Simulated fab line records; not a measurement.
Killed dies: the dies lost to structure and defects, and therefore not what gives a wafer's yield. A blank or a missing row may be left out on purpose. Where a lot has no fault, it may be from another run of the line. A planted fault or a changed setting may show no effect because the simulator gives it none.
Which of the tools did it?	flow gf180mcu	Sampling: 15 lots, 45 wafers, 5 of 602 route steps

## WHAT THE GAUGES SHOWED, per wafer
GF_PSD_CD_MEAS_07: the cd target is 400 nm.
lot	measured	on	cdNm (nm)
L799	day 13 22:32	cdSem-01	404.8 403.3 404.7
L801	day 14 17:06	cdSem-02	398.1 398.9 398.5
L802	day 15 00:48	cdSem-02	403.0 403.4 403.3
L803	day 15 09:43	cdSem-01	401.9 402.3 400.2
L804	day 15 16:02	cdSem-02	399.4 399.4 401.3
L807	day 17 06:20	cdSem-02	- - -
L808	day 18 00:34	cdSem-02	- - -
L809	day 18 14:52	cdSem-01	- - -
L817	day 20 13:17	cdSem-01	399.8 399.0 399.5
L816	day 20 13:20	cdSem-02	395.2 398.4 397.0
L818	day 20 20:28	cdSem-01	400.3 399.8 399.8
L819	day 21 01:52	cdSem-02	400.8 400.4 400.7
L820	day 21 10:50	cdSem-01	395.7 396.5 397.0
L821	day 21 18:31	cdSem-02	400.5 401.3 400.5
L822	day 22 03:59	cdSem-01	401.3 403.6 403.7

GF_V2_THK_MEAS_25: measures by xrf.
lot	measured	on	V2_W_THK (nm)
L799	day 19 22:07	filmMetro-03	369 352 351
L801	day 20 20:46	filmMetro-04	346 345 347
L802	day 21 06:19	filmMetro-04	346 349 361
L803	day 21 13:28	filmMetro-01	362 360 349
L804	day 21 20:28	filmMetro-01	360 356 362
L807	day 23 12:09	filmMetro-04	354 363 365
L808	day 24 07:43	filmMetro-04	361 361 364
L809	day 24 19:55	filmMetro-03	364 364 364
L817	day 26 14:18	filmMetro-04	358 355 358
L816	day 26 13:01	filmMetro-04	363 356 353
L818	day 26 21:44	filmMetro-03	349 355 358
L819	day 27 01:11	filmMetro-01	346 350 351
L820	day 27 07:53	filmMetro-03	347 352 358
L821	day 27 16:24	filmMetro-04	358 353 357
L822	day 28 00:48	filmMetro-01	362 354 347

## WHICH TOOL RAN EACH LOT (tool, then ch and the chambers of the sampled wafers, then the start)
lot	GF_PSD_COAT_02	GF_V1_CMP_26	GF_V2_SPUTTER_21
L799	lithoTrack-04 ch 0, day 13 12:02	cmp-01 ch 0,2,3, day 17 20:35	pvdSputter-02, day 19 21:46
L801	lithoTrack-04 ch 0, day 14 06:18	cmp-01 ch 1,2,3, day 18 17:57	pvdSputter-03, day 20 20:25
L802	lithoTrack-03 ch 0, day 14 14:30	cmp-01 ch 1,3, day 19 03:46	pvdSputter-02, day 21 05:59
L803	lithoTrack-03 ch 0, day 14 22:27	cmp-02 ch 0,1,2, day 19 10:44	pvdSputter-04, day 21 13:07
L804	lithoTrack-03 ch 0, day 15 04:53	cmp-02 ch 1,2, day 19 18:17	pvdSputter-03, day 21 20:07
L807	lithoTrack-03, day 16 18:38	cmp-02 ch 0,1,2, day 21 10:38	pvdSputter-04, day 23 11:49
L808	lithoTrack-03, day 17 13:02	cmp-01 ch 0,1, day 22 05:32	pvdSputter-02, day 24 07:16
L809	lithoTrack-02, day 18 02:08	cmp-02 ch 0,3, day 22 20:05	pvdSputter-03, day 24 19:26
L817	lithoTrack-03 ch 0, day 20 01:08	cmp-01 ch 0,1,2, day 24 16:41	pvdSputter-04, day 26 13:58
L816	lithoTrack-04 ch 0, day 20 01:22	cmp-02 ch 0,2,3, day 24 16:05	pvdSputter-02, day 26 12:41
L818	lithoTrack-03 ch 0, day 20 08:41	cmp-02 ch 1,2, day 25 00:33	pvdSputter-03, day 26 21:25
L819	lithoTrack-04 ch 0, day 20 13:55	cmp-01 ch 1,2,3, day 25 04:34	pvdSputter-02, day 27 00:51
L820	lithoTrack-03 ch 0, day 20 22:27	cmp-01 ch 1,3, day 25 11:54	pvdSputter-02, day 27 07:33
L821	lithoTrack-03 ch 0, day 21 06:44	cmp-02 ch 0,1,3, day 25 21:13	pvdSputter-04, day 27 16:04
L822	lithoTrack-04 ch 0, day 21 15:57	cmp-01 ch 0,1,3, day 26 04:57	pvdSputter-04, day 28 00:28
- GF_PSD_COAT_02: resist thk 1000 nm.
- GF_V1_CMP_26: polishes, stops on SiO2, t overpolish 15 s, target thk 0 nm.
- GF_V2_SPUTTER_21: material Ti, target thk 15 nm, time 80.02 s.

## WHAT THE TOOLS THEMSELVES READ (means of the sampled wafers that have a number; where no wafer has one, the mark that the record gives instead)
GF_PSD_COAT_02.
lot	tool	chillPlateTempC (C)	dispensePressureKPa (kPa)
L799	lithoTrack-04	22.97	55
L801	lithoTrack-04	22.96	55
L802	lithoTrack-03	23.02	49
L803	lithoTrack-03	22.86	49
L804	lithoTrack-03	22.80	49
L807	lithoTrack-03	-	-
L808	lithoTrack-03	-	-
L809	lithoTrack-02	-	-
L817	lithoTrack-03	22.92	49
L816	lithoTrack-04	22.91	55
L818	lithoTrack-03	23.09	49
L819	lithoTrack-04	23.01	55
L820	lithoTrack-03	22.91	49
L821	lithoTrack-03	23.08	49
L822	lithoTrack-04	23.04	55

GF_V1_CMP_26.
lot	tool	motorCurrentA (A)	overpolishRunS (s)	timeToEndpointS (s)
L799	cmp-01	11.7	14.994	86
L801	cmp-01	12.8	14.999	84
L802	cmp-01	12.4	14.996	81
L803	cmp-02	11.3	15.009	90
L804	cmp-02	10.9	15.000	90
L807	cmp-02	11.3	14.996	82
L808	cmp-01	11.4	14.992	88
L809	cmp-02	12.5	15.000	83
L817	cmp-01	12.0	14.998	90
L816	cmp-02	12.3	14.999	84
L818	cmp-02	11.4	15.005	82
L819	cmp-01	12.6	15.003	83
L820	cmp-01	12.1	15.001	87
L821	cmp-02	12.1	14.997	74
L822	cmp-01	11.6	14.998	87

GF_V2_SPUTTER_21.
lot	tool	chamberPressurePa (Pa)	throttleValvePct (%)
L799	pvdSputter-02	4.981	29.4
L801	pvdSputter-03	4.992	30.2
L802	pvdSputter-02	4.993	29.1
L803	pvdSputter-04	4.996	31.0
L804	pvdSputter-03	5.001	30.0
L807	pvdSputter-04	5.009	31.0
L808	pvdSputter-02	5.005	29.0
L809	pvdSputter-03	5.006	30.0
L817	pvdSputter-04	4.999	30.3
L816	pvdSputter-02	5.005	29.6
L818	pvdSputter-03	4.999	30.5
L819	pvdSputter-02	4.990	29.4
L820	pvdSputter-02	5.005	29.4
L821	pvdSputter-04	5.006	30.0
L822	pvdSputter-04	5.002	30.9

## THE ANSWER, worked out from the rows above alone
Rule: usual is defined by the lots themselves. Put in order of their means at a reading, lots are off if they are a third of the lots or fewer, leave a main group of 4 or more, and stand apart from it by a gap of 3 or more times the standard deviation of the main group's means; of several such gaps the widest counts. Not used: any main group whose means are identical at the precision the tables above print for the reading. A lot without any number at a reading at which 4 lots or more have one is off too. Any other lot the step has rows for is counted as sound. After the gauges, taken in route order, come the tools' own readings; for these a lot's mean is taken, as printed above. The first step at which some lot is off is used, and at that step the reading that is off furthest; a lot without a number counts as furthest.
Off at GF_PSD_CD_MEAS_07 (cdNm): L807, L808, L809. Without a number there: L807, L808, L809. Mean 400.4 nm and standard deviation 2.3 in the main group.
If a tool, at a process step before that reading, ran all the lots that are off and no sound lot after the first of them, it fits. Not tried: the gauges at GF_PSD_CD_MEAS_07; whatever is off there is also off at GF_PSD_COAT_02, on other tools, and gauge error can't account for it. Not one of the candidates tried fits.

## WHAT WAS PUT IN BY THE SIMULATOR
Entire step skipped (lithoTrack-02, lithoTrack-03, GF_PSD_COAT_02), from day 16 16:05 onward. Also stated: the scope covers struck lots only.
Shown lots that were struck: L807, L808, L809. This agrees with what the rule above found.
